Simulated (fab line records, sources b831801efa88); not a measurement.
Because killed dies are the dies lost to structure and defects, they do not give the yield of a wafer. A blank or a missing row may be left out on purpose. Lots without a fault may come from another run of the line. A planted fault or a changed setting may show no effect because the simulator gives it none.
Which tool did it? -- flow sky130 -- 42 wafers from 14 lots sampled at 5 of the route's 708 steps

## WHAT THE GAUGES SHOWED, per wafer
SKY_DNWELL_TW_MEAS_09.
lot,measured,on,DNWELL_TW
L727,day 3 02:41,film-metro-02,1125 1133 1129
L728,day 3 09:43,film-metro-03,1116 1121 1127
L729,day 3 16:11,film-metro-04,1109 1102 1102
L731,day 4 00:14,film-metro-04,1130 1132 1132
L732,day 4 05:37,film-metro-02,1116 1113 1111
L733,day 4 10:49,film-metro-04,1126 1120 1117
L735,day 5 00:02,film-metro-02,1112 1102 1103
L736,day 5 08:28,film-metro-03,1121 1120 1129
L738,day 5 17:16,film-metro-02,1104 1108 1104
L739,day 5 23:52,film-metro-02,1102 1104 1106
L741,day 6 13:28,film-metro-04,1116 1121 1127
L746,day 7 12:58,film-metro-04,1125 1121 1120
L748,day 8 05:10,film-metro-03,1111 1120 1120
L750,day 8 16:11,film-metro-02,1118 1110 1117

SKY_VT_ADJUST_HVTR_TW_MEAS_11.
lot,measured,on,VT_ADJUST_HVTR_TW
L727,day 9 08:45,film-metro-04,211.4 212.5 213.0
L728,day 9 18:57,film-metro-04,212.2 213.2 211.5
L729,day 10 03:39,film-metro-03,211.8 212.2 212.4
L731,day 10 14:05,film-metro-04,212.5 214.1 214.1
L732,day 11 03:11,film-metro-02,209.9 208.8 209.2
L733,day 11 04:41,film-metro-03,212.6 212.0 212.3
L735,day 12 05:38,film-metro-03,211.4 211.7 211.9
L736,day 12 09:05,film-metro-02,211.9 211.3 211.0
L738,day 13 06:02,film-metro-03,30.2 30.1 30.0
L739,day 13 08:11,film-metro-04,30.2 30.1 30.2
L741,day 14 02:11,film-metro-04,212.7 211.4 211.9
L746,day 15 12:38,film-metro-04,212.8 213.2 212.5
L748,day 16 11:02,film-metro-03,210.9 211.1 210.7
L750,day 17 03:42,film-metro-03,212.4 211.8 212.7

SKY_SONOS_TUNNEL_CD_MEAS_07 targets a cd of 410 nm.
lot,measured,on,cd-nm (nm)
L727,day 11 05:49,cd-sem-02,412.1 410.0 410.3
L728,day 11 17:23,cd-sem-02,411.9 412.4 413.2
L729,day 12 02:41,cd-sem-02,415.4 411.4 412.8
L731,day 12 14:37,cd-sem-01,407.6 408.9 411.3
L732,day 13 05:01,cd-sem-02,410.6 410.4 412.8
L733,day 13 07:07,cd-sem-02,410.9 410.9 411.5
L735,day 14 09:08,cd-sem-01,410.2 411.6 409.4
L736,day 14 11:28,cd-sem-01,408.1 408.6 410.0
L741,day 16 09:49,cd-sem-02,409.9 409.7 412.2
L746,day 17 20:40,cd-sem-01,412.7 413.9 415.1
L748,day 18 21:01,cd-sem-01,412.3 413.5 411.1
L750,day 19 15:13,cd-sem-01,410.9 412.0 412.7

SKY_SONOS_ONO_THK_MEAS_01.
lot,measured,on,SONOS_ONO_OXIDATION_THK (nm)
L727,day 11 08:13,film-metro-03,2.52 2.52 2.54
L728,day 11 19:22,film-metro-03,2.49 2.46 2.55
L729,day 12 04:40,film-metro-01,2.64 2.59 2.62
L731,day 12 16:52,film-metro-03,2.61 2.65 2.57
L732,day 13 08:10,film-metro-03,2.69 2.68 2.65
L733,day 13 10:04,film-metro-02,2.58 2.65 2.57
L735,day 14 11:13,film-metro-01,2.62 2.61 2.55
L736,day 14 13:38,film-metro-03,2.56 2.53 2.49
L741,day 16 13:49,film-metro-03,2.67 2.58 2.61
L746,day 17 23:39,film-metro-03,2.64 2.60 2.62
L748,day 18 23:14,film-metro-02,2.66 2.72 2.61
L750,day 19 17:20,film-metro-01,2.60 2.64 2.63

## EACH LOT AND THE TOOL THAT RAN IT (in order: tool; ch and the chambers of the sampled wafers; start)
lot,SKY_VT_ADJUST_HVTR_IMPLANT_09
L727,"implanter-01 ch 0, day 9 08:30"
L728,"implanter-03 ch 0, day 9 18:43"
L729,"implanter-03 ch 0, day 10 03:25"
L731,"implanter-01 ch 0, day 10 13:50"
L732,"implanter-01 ch 0, day 11 02:56"
L733,"implanter-03 ch 0, day 11 04:26"
L735,"implanter-02 ch 0, day 12 05:24"
L736,"implanter-02 ch 0, day 12 08:50"
L738,"implanter-02, day 13 05:47"
L739,"implanter-03, day 13 07:56"
L741,"implanter-02 ch 0, day 14 01:56"
L746,"implanter-02 ch 0, day 15 12:23"
L748,"implanter-03 ch 0, day 16 10:47"
L750,"implanter-02 ch 0, day 17 03:29"
- SKY_VT_ADJUST_HVTR_IMPLANT_09

## WHAT THE TOOLS THEMSELVES READ (means of the sampled wafers that have a number; where no wafer has one, the mark that the record gives instead)
SKY_VT_ADJUST_HVTR_IMPLANT_09.
lot,tool,beam-energy-keV,beam-on-s (s)
L727,implanter-01,10.002,9.94
L728,implanter-03,10.001,10.04
L729,implanter-03,10.001,9.89
L731,implanter-01,10.003,10.04
L732,implanter-01,9.998,9.95
L733,implanter-03,9.999,10.01
L735,implanter-02,10.001,10.06
L736,implanter-02,9.999,10.14
L738,implanter-02,-,-
L739,implanter-03,-,-
L741,implanter-02,10.002,9.94
L746,implanter-02,10.000,10.12
L748,implanter-03,9.996,10.12
L750,implanter-02,10.002,10.12

## THE ANSWER, worked out from the rows above alone
Rule: the lots themselves supply what counts as usual. Put in order of their means at a reading, lots are off if they are a third of the lots or fewer, leave a main group of 4 or more, and stand apart from it by a gap of 3 or more times the standard deviation of the main group's means; of several such gaps the widest counts. Not used: any main group whose means are identical at the precision the tables above print for the reading. Also off: a lot with no number at a reading for which 4 or more lots have one. Any other lot the step has rows for is counted as sound. The gauges are gone through in route order, then the tools' own readings, and for those a lot's mean is taken as printed above. At the first step where some lot is off, the reading lying furthest off is the one used; lots without a number count as furthest.
Off: L738, L739, seen at SKY_VT_ADJUST_HVTR_TW_MEAS_11 (VT_ADJUST_HVTR_TW). Main group: mean 211.9, sd 1.
A tool fits if, at a process step before that reading, it ran every lot that is off, and no sound lot after the first of them. Not tried: the gauges at SKY_VT_ADJUST_HVTR_TW_MEAS_11; whatever is off there is also off at SKY_VT_ADJUST_HVTR_IMPLANT_09, on other tools, and gauge error can't account for it. Of those tried, none fits.

## WHAT THE SIMULATOR PUT IN
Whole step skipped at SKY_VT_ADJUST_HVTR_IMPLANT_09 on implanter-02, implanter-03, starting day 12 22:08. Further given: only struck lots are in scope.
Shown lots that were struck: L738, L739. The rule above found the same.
